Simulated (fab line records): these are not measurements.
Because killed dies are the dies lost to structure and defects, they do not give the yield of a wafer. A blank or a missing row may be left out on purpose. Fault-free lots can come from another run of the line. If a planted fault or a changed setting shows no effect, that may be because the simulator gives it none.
fab line records -- flow gf180mcu
record lots=12, wafers=36, lastDay=34
route steps=602 shown STI@4 CONTACT@313 V1@338
lots that met no fault: taken from a fault-free run of the same line
startH: start of the lot's first displayed wafer, in hours after the record's first day -- waitH: time in hours since the lot's previous step -- " same as the row above -- L1.1+2: one row covering several wafers at once -- - value missing, or start not given -- * or withheld: withheld -- < > ~ a bound
route shown NAME@n: NAME is a module with steps in the file, n the number in the route of the first one -- usual: mean and standard deviation over wafers with no fault -- same: alike in all rows -- chamber/n: place in a boat -- sites: each site's reading -- _std_site: how widely they spread, as a standard deviation -- _edge_site: the outer-site mean with the inner-site mean subtracted -- radiusMm: how far each site lies from the wafer's centre -- mask NAME#n: copy n -- behind: the last tool/chamber to shape the wafer -- hold: cause of the lot's hold/its duration in hours/its outcome -- device: which transistor (n, p or np) failed to switch -- end of line: the tests these same wafers got at the end of their route -- step lacking rows: just its recipe -- killed: the dies lost at the first sort to structure and to defects; this is not the yield of the wafer -- map: the dies of a wafer, with x for killed, . for not killed, _ for no die there
set.NAME: setting as actually run; set.NAME@STEP: the setting as run at that earlier step -- model.NAME: the simulator's own value behind a step, which no gauge read
one table for each step of the route and one row for each wafer, over a sample of lots
services: from which hour (startH, from the record's first day; less than 0 if before it) a tool's chamber was out of use, for how many hours, and why
## steps
# step GF_STI_CVD_03
# recipe material=Si3N4, precursor=DCS/NH3, targetThkNm=207.16, tempC=770, timeS=3551, pressureMtorr=250
# usual zonePowerBottomPct=19.3/0.94
lot.wafer,tool,chamber,startH,waitH,zonePowerBottomPct
L307.1,lpcvd-02,0,14.33,0.1,18.8
L307.2,lpcvd-02,0,14.33,0.1,19.1
L307.3,lpcvd-02,0,14.33,0.1,18.9
L308.1,lpcvd-02,0,16.85,0.1,19.0
L308.5,lpcvd-02,0,16.85,0.1,18.8
L308.6,lpcvd-02,0,16.85,0.1,19.1
L309.2,lpcvd-02,1,24.16,0.0,21.0
L309.5,lpcvd-02,1,24.16,0.0,20.4
L309.6,lpcvd-02,1,24.16,0.0,20.8
L314.2,lpcvd-01,0,53.55,0.0,19.3
L314.5,lpcvd-01,0,53.55,0.0,19.5
L314.6,lpcvd-01,0,53.55,0.0,19.7
L317.2,lpcvd-01,1,61.92,0.0,17.8
L317.3,lpcvd-01,1,61.92,0.0,18.1
L317.4,lpcvd-01,1,61.92,0.0,18.0
L320.1,lpcvd-01,1,77.24,0.1,17.8
L320.2,lpcvd-01,1,77.24,0.1,18.1
L320.6,lpcvd-01,1,77.24,0.1,17.9
L324.4,lpcvd-02,0,96.58,0.0,19.0
L324.5,lpcvd-02,0,96.58,0.0,18.9
L324.6,lpcvd-02,0,96.58,0.0,19.1
L325.2,lpcvd-02,1,101.70,0.0,20.6
L325.3,lpcvd-02,1,101.70,0.0,20.6
L325.6,lpcvd-02,1,101.70,0.0,20.4
L326.1,lpcvd-01,0,107.92,1.4,19.6
L326.4,lpcvd-01,0,107.92,1.4,19.4
L326.5,lpcvd-01,0,107.92,1.4,19.2
L327.1,lpcvd-01,0,111.57,0.1,19.2
L327.2,lpcvd-01,0,111.57,0.1,19.4
L327.6,lpcvd-01,0,111.57,0.1,19.7
L328.1,lpcvd-01,1,117.13,0.6,18.0
L328.5,lpcvd-01,1,117.13,0.6,18.1
L328.6,lpcvd-01,1,117.13,0.6,18.0
L330.2,lpcvd-01,1,126.57,0.0,17.7
L330.3,lpcvd-01,1,126.57,0.0,18.0
L330.5,lpcvd-01,1,126.57,0.0,17.9
# step GF_STI_THK_MEAS_04
# recipe reads=Si3N4_of_STI_CVD_03
# usual STI_CVD_03_THK=207.0/1.8
lot.wafer,tool,chamber,startH,waitH,hold,STI_CVD_03_THK[nm]
L307.1,filmMetro-03,-,16.32,0.0,-,202.6
L307.2,filmMetro-03,-,16.32,0.0,-,204.1
L307.3,filmMetro-03,-,16.32,0.0,-,204.1
L308.1,filmMetro-01,-,18.84,0.0,-,204.2
L308.5,filmMetro-01,-,18.84,0.0,-,203.8
L308.6,filmMetro-01,-,18.84,0.0,-,206.6
L309.2,filmMetro-03,-,26.15,0.0,-,212.3
L309.5,filmMetro-03,-,26.15,0.0,-,211.2
L309.6,filmMetro-03,-,26.15,0.0,-,209.5
L314.2,filmMetro-04,-,55.55,0.0,-,205.6
L314.5,filmMetro-04,-,55.55,0.0,-,204.3
L314.6,filmMetro-04,-,55.55,0.0,-,204.0
L317.2,filmMetro-04,-,63.91,0.0,-,208.6
L317.3,filmMetro-04,-,63.91,0.0,-,209.5
L317.4,filmMetro-04,-,63.91,0.0,-,209.0
L320.1,filmMetro-01,-,79.23,0.0,-,206.7
L320.2,filmMetro-01,-,79.23,0.0,-,205.5
L320.6,filmMetro-01,-,79.23,0.0,-,206.2
L324.4,filmMetro-01,-,98.60,0.0,awaitDispo/0.2h/release,242.2
L324.5,filmMetro-01,-,98.60,0.0,awaitDispo/0.2h/release,243.1
L324.6,filmMetro-01,-,98.60,0.0,awaitDispo/0.2h/release,240.5
L324.4,filmMetro-01,-,98.82,0.2,-,242.3
L324.5,filmMetro-01,-,98.82,0.2,-,243.1
L324.6,filmMetro-01,-,98.82,0.2,-,240.2
L325.2,filmMetro-01,-,103.70,0.0,awaitDispo/0.2h/release,240.7
L325.3,filmMetro-01,-,103.70,0.0,awaitDispo/0.2h/release,239.8
L325.6,filmMetro-01,-,103.70,0.0,awaitDispo/0.2h/release,241.0
L325.2,filmMetro-01,-,103.93,0.2,-,240.5
L325.3,filmMetro-01,-,103.93,0.2,-,239.7
L325.6,filmMetro-01,-,103.93,0.2,-,240.9
L326.1,filmMetro-04,-,110.90,0.0,-,207.1
L326.4,filmMetro-04,-,110.90,0.0,-,207.0
L326.5,filmMetro-04,-,110.90,0.0,-,207.3
L327.1,filmMetro-03,-,114.55,0.0,-,206.2
L327.2,filmMetro-03,-,114.55,0.0,-,204.4
L327.6,filmMetro-03,-,114.55,0.0,-,206.2
L328.1,filmMetro-01,-,119.11,0.0,-,204.4
L328.5,filmMetro-01,-,119.11,0.0,-,206.5
L328.6,filmMetro-01,-,119.11,0.0,-,204.6
L330.2,filmMetro-04,-,128.57,0.0,-,206.2
L330.3,filmMetro-04,-,128.57,0.0,-,205.5
L330.5,filmMetro-04,-,128.57,0.0,-,208.0
# step GF_STI_ETCH_13
# recipe chemistry=CHF3/O2, stopOn=Si, overEtchFrac=0.3, targetDepthA=2823.1, sourceW=600, biasW=200, pressureMtorr=40, chf3FlowSccm=50, O2_flow_sccm=5, timeS=112.9
# usual drypumpMotorCurrentA=5.5/0.48, oesProductAu=0.832/0.0057, throttleValvePct=8.809/0.0094
lot.wafer,tool,chamber,startH,waitH,drypumpMotorCurrentA,oesProductAu,rfHoursCounterH,throttleValvePct
L307.1,rieDiel-02,1,28.15,0.1,6.3,0.827,7,8.829
L307.2,rieDiel-02,3,28.15,0.1,5.4,0.825,86,8.802
L307.3,rieDiel-02,0,28.15,0.1,5.4,0.823,21,8.793
L308.1,rieDiel-01,2,30.75,0.1,6.3,0.831,6,8.808
L308.5,rieDiel-01,0,30.75,0.1,5.3,0.826,-,8.806
L308.6,rieDiel-01,3,30.75,0.1,5.1,0.829,-,8.809
L309.2,rieDiel-02,2,38.42,0.1,5.5,0.855,31,8.810
L309.5,rieDiel-02,3,38.42,0.1,5.4,0.835,-,8.809
L309.6,rieDiel-02,2,38.42,0.1,5.5,0.835,-,8.803
L314.2,rieDiel-01,0,67.87,0.1,5.3,0.827,67,8.798
L314.5,rieDiel-01,0,67.87,0.1,5.3,0.821,-,8.794
L314.6,rieDiel-01,3,67.87,0.1,5.1,0.827,-,8.821
L317.2,rieDiel-04,3,77.07,0.1,5.4,0.835,50,8.826
L317.3,rieDiel-04,0,77.07,0.1,6.4,0.835,142,8.800
L317.4,rieDiel-04,1,77.07,0.1,5.0,0.834,3,8.815
L320.1,rieDiel-04,1,92.71,0.1,5.1,0.824,3,8.804
L320.2,rieDiel-04,3,92.71,0.1,5.4,0.834,50,8.801
L320.6,rieDiel-04,0,92.71,0.1,6.4,0.832,-,8.820
L324.4,rieDiel-04,0,112.89,0.1,6.3,0.918,-,8.838
L324.5,rieDiel-04,1,112.89,0.1,5.1,0.903,-,8.837
L324.6,rieDiel-04,2,112.89,0.1,5.2,0.904,-,8.823
L325.2,rieDiel-04,0,119.11,0.1,6.4,0.909,144,8.818
L325.3,rieDiel-04,2,119.11,0.1,5.2,0.902,74,8.821
L325.6,rieDiel-04,1,119.11,0.1,5.1,0.912,-,8.822
L326.1,rieDiel-01,0,125.36,0.1,5.3,0.831,69,8.812
L326.4,rieDiel-01,2,125.36,0.1,6.3,0.822,9,8.797
L326.5,rieDiel-01,3,125.36,0.1,5.1,0.824,-,8.810
L327.1,rieDiel-01,0,128.75,0.1,5.3,0.829,69,8.787
L327.2,rieDiel-01,3,128.75,0.1,5.0,0.822,6,8.807
L327.6,rieDiel-01,3,128.75,0.1,5.0,0.832,-,8.803
L328.1,rieDiel-04,2,134.11,0.1,5.2,0.833,75,8.805
L328.5,rieDiel-04,2,134.11,0.1,5.2,0.832,-,8.809
L328.6,rieDiel-04,3,134.11,0.1,5.4,0.824,-,8.821
L330.2,rieDiel-04,2,144.06,0.1,5.2,0.828,75,8.830
L330.3,rieDiel-04,1,144.06,0.1,5.1,0.833,5,8.803
L330.5,rieDiel-04,2,144.06,0.1,5.2,0.837,-,8.812
# step GF_CONTACT_THK_MEAS_26
# recipe thkMeasGauge=xrf, reads=W_of_CONTACT_CVD_24
# usual CONTACT_W_THK=295/3.3
lot.wafer,tool,chamber,startH,waitH,CONTACT_W_THK[nm]
L307.1,filmMetro-02,-,347.61,0.1,301
L307.2,filmMetro-02,-,347.61,0.1,298
L307.3,filmMetro-02,-,347.61,0.1,298
L308.1,filmMetro-04,-,354.38,0.1,294
L308.5,filmMetro-04,-,354.38,0.1,292
L308.6,filmMetro-04,-,354.38,0.1,295
L309.2,filmMetro-03,-,382.16,0.1,301
L309.5,filmMetro-03,-,382.16,0.1,299
L309.6,filmMetro-03,-,382.16,0.1,298
L314.2,filmMetro-03,-,424.72,0.1,292
L314.5,filmMetro-03,-,424.72,0.1,295
L314.6,filmMetro-03,-,424.72,0.1,296
L317.2,filmMetro-04,-,433.62,0.1,292
L317.3,filmMetro-04,-,433.62,0.1,292
L317.4,filmMetro-04,-,433.62,0.1,298
L320.1,filmMetro-04,-,470.19,0.1,298
L320.2,filmMetro-04,-,470.19,0.1,300
L320.6,filmMetro-04,-,470.19,0.1,301
L324.4,filmMetro-04,-,502.45,0.1,297
L324.5,filmMetro-04,-,502.45,0.1,301
L324.6,filmMetro-04,-,502.45,0.1,298
L325.2,filmMetro-03,-,506.35,0.1,288
L325.3,filmMetro-03,-,506.35,0.1,292
L325.6,filmMetro-03,-,506.35,0.1,295
L326.1,filmMetro-03,-,517.18,0.1,296
L326.4,filmMetro-03,-,517.18,0.1,296
L326.5,filmMetro-03,-,517.18,0.1,295
L328.1,filmMetro-04,-,530.12,0.1,291
L328.5,filmMetro-04,-,530.12,0.1,291
L328.6,filmMetro-04,-,530.12,0.1,293
L327.1,filmMetro-03,-,530.99,0.1,291
L327.2,filmMetro-03,-,530.99,0.1,290
L327.6,filmMetro-03,-,530.99,0.1,293
L330.2,filmMetro-02,-,550.12,0.1,295
L330.3,filmMetro-02,-,550.12,0.1,292
L330.5,filmMetro-02,-,550.12,0.1,295
# step GF_V1_THK_MEAS_03
# recipe reads=SiO2_of_V1_CVD_02
# usual V1_CVD_02_THK=850/12
lot.wafer,tool,chamber,startH,waitH,V1_CVD_02_THK[nm]
L307.1,filmMetro-01,-,371.40,0.0,851
L307.2,filmMetro-01,-,371.40,0.0,853
L307.3,filmMetro-01,-,371.40,0.0,841
L308.1,filmMetro-04,-,378.39,0.0,851
L308.5,filmMetro-04,-,378.39,0.0,867
L308.6,filmMetro-04,-,378.39,0.0,865
L309.2,filmMetro-01,-,406.17,0.0,846
L309.5,filmMetro-01,-,406.17,0.0,868
L309.6,filmMetro-01,-,406.17,0.0,864
L314.2,filmMetro-01,-,449.99,0.0,832
L314.5,filmMetro-01,-,449.99,0.0,854
L314.6,filmMetro-01,-,449.99,0.0,863
L317.2,filmMetro-01,-,457.40,0.0,841
L317.3,filmMetro-01,-,457.40,0.0,838
L317.4,filmMetro-01,-,457.40,0.0,851
L320.1,filmMetro-03,-,496.77,0.1,851
L320.2,filmMetro-03,-,496.77,0.1,859
L320.6,filmMetro-03,-,496.77,0.1,866
L324.4,filmMetro-04,-,528.14,0.0,856
L324.5,filmMetro-04,-,528.14,0.0,856
L324.6,filmMetro-04,-,528.14,0.0,860
L325.2,filmMetro-04,-,532.44,0.0,814
L325.3,filmMetro-04,-,532.44,0.0,829
L325.6,filmMetro-04,-,532.44,0.0,849
L326.1,filmMetro-03,-,541.85,0.0,844
L326.4,filmMetro-03,-,541.85,0.0,857
L326.5,filmMetro-03,-,541.85,0.0,859
L328.1,filmMetro-01,-,554.45,0.0,841
L328.5,filmMetro-01,-,554.45,0.0,855
L328.6,filmMetro-01,-,554.45,0.0,862
L327.1,filmMetro-03,-,556.44,0.0,850
L327.2,filmMetro-03,-,556.44,0.0,835
L327.6,filmMetro-03,-,556.44,0.0,844
L330.2,filmMetro-03,-,574.09,0.0,825
L330.3,filmMetro-03,-,574.09,0.0,840
L330.5,filmMetro-03,-,574.09,0.0,837
# step GF_V1_ETCH_17
# recipe chemistry=C4F8/O2/Ar, maskMaterial=KrF, target=SiO2, stopOn=TiN, sourceW=1500, biasW=1217, pressureMtorr=40, c4f8FlowSccm=withheld, O2_flow_sccm=6, Ar_flow_sccm=300, timeS=withheld, targetDepthA=6300
# usual oesProductAu=0.855/0.0043
lot.wafer,tool,chamber,startH,waitH,oesProductAu
L307.1,rieDiel-03,2,-,-,0.863
L307.2,rieDiel-03,0,-,-,0.856
L307.3,rieDiel-03,1,-,-,0.864
L308.1,rieDiel-03,3,-,-,0.855
L308.5,rieDiel-03,2,-,-,0.860
L308.6,rieDiel-03,1,-,-,0.856
L309.2,rieDiel-04,2,-,-,0.849
L309.5,rieDiel-04,0,-,-,0.852
L309.6,rieDiel-04,3,-,-,0.851
L314.2,rieDiel-01,2,-,-,0.860
L314.5,rieDiel-01,1,-,-,0.858
L314.6,rieDiel-01,2,-,-,0.852
L317.2,rieDiel-04,1,-,-,0.859
L317.3,rieDiel-04,0,-,-,0.857
L317.4,rieDiel-04,2,-,-,0.861
L320.1,rieDiel-04,2,-,-,0.856
L320.2,rieDiel-04,0,-,-,0.860
L320.6,rieDiel-04,1,-,-,0.863
L324.4,rieDiel-04,0,-,-,0.857
L324.5,rieDiel-04,3,-,-,0.858
L324.6,rieDiel-04,1,-,-,0.857
L325.2,rieDiel-03,3,-,-,0.857
L325.3,rieDiel-03,1,-,-,0.859
L325.6,rieDiel-03,1,-,-,0.855
L326.1,rieDiel-01,2,-,-,0.857
L326.4,rieDiel-01,0,-,-,0.853
L326.5,rieDiel-01,2,-,-,0.848
L328.1,rieDiel-04,3,-,-,0.858
L328.5,rieDiel-04,0,-,-,0.859
L328.6,rieDiel-04,3,-,-,0.851
L327.1,rieDiel-04,0,-,-,0.852
L327.2,rieDiel-04,3,-,-,0.857
L327.6,rieDiel-04,3,-,-,0.863
L330.2,rieDiel-01,3,-,-,0.854
L330.3,rieDiel-01,1,-,-,0.862
L330.5,rieDiel-01,3,-,-,0.856
## services
tool,chamber,startH,hours,kind
rieDiel-01,1,3.45,1.9,repair
rieDiel-03,-,21.42,0.2,repair
rieDiel-01,-,41.54,14.6,pm
rieDiel-03,2,46.75,46.3,repair
rieDiel-01,3,78.14,2.7,repair
rieDiel-04,3,112.58,12.4,repair
rieDiel-01,0,150.39,8.2,repair
rieDiel-01,2,153.58,6.5,repair
lpcvd-02,-,154.87,1.3,repair
rieDiel-01,1,253.17,9.4,repair
lpcvd-02,-,281.50,14.6,pm
rieDiel-01,1,281.68,7.1,repair
rieDiel-04,1,292.61,36.6,repair
rieDiel-01,1,339.12,6.6,repair
rieDiel-04,1,364.58,8.5,repair
rieDiel-01,2,394.85,3.2,repair
lpcvd-01,-,442.87,2.8,pm
lpcvd-02,-,485.06,6.0,pm
rieDiel-04,0,494.10,2.4,repair
lpcvd-01,-,500.54,2.7,repair
rieDiel-04,-,524.61,2.8,pm
rieDiel-04,2,542.65,6.4,repair
rieDiel-04,3,581.01,7.2,repair
rieDiel-04,-,585.41,0.3,repair
## key
firstSign step=GF_STI_THK_MEAS_04, reading=visit, direction=added
effect step=GF_STI_THK_MEAS_04, reading=STI_CVD_03_THK, direction=up, sigmas=19, usual=207.0, struck=241.2
effect step=GF_STI_ETCH_13, reading=oesProductAu, direction=up, sigmas=13, usual=0.832, struck=0.908
metAt GF_STI_CVD_03
struckLots L324,L325
testerLeftOut L324,L325
notActingAt GF_CONTACT_THK_MEAS_26,GF_V1_THK_MEAS_03,GF_V1_ETCH_17
onsetBetween 24.16 96.58
fault kind=processParameterDrift, tool=lpcvd-02, chamber=-, onsetH=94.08, steps=GF_STI_CVD_03, channel=targetThkNm, offset=33.144, shape=step, endH=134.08, actsIn=theseRecipesOnly, stated=207.16
# testerLeftOut: of these lots the tester's yield and bins aren't shown, on N5 and GAA mostly nor the transistor test; their killed dies are dies lost to structure and defects alone, not to doping, threshold or leakage, so they don't give the yield
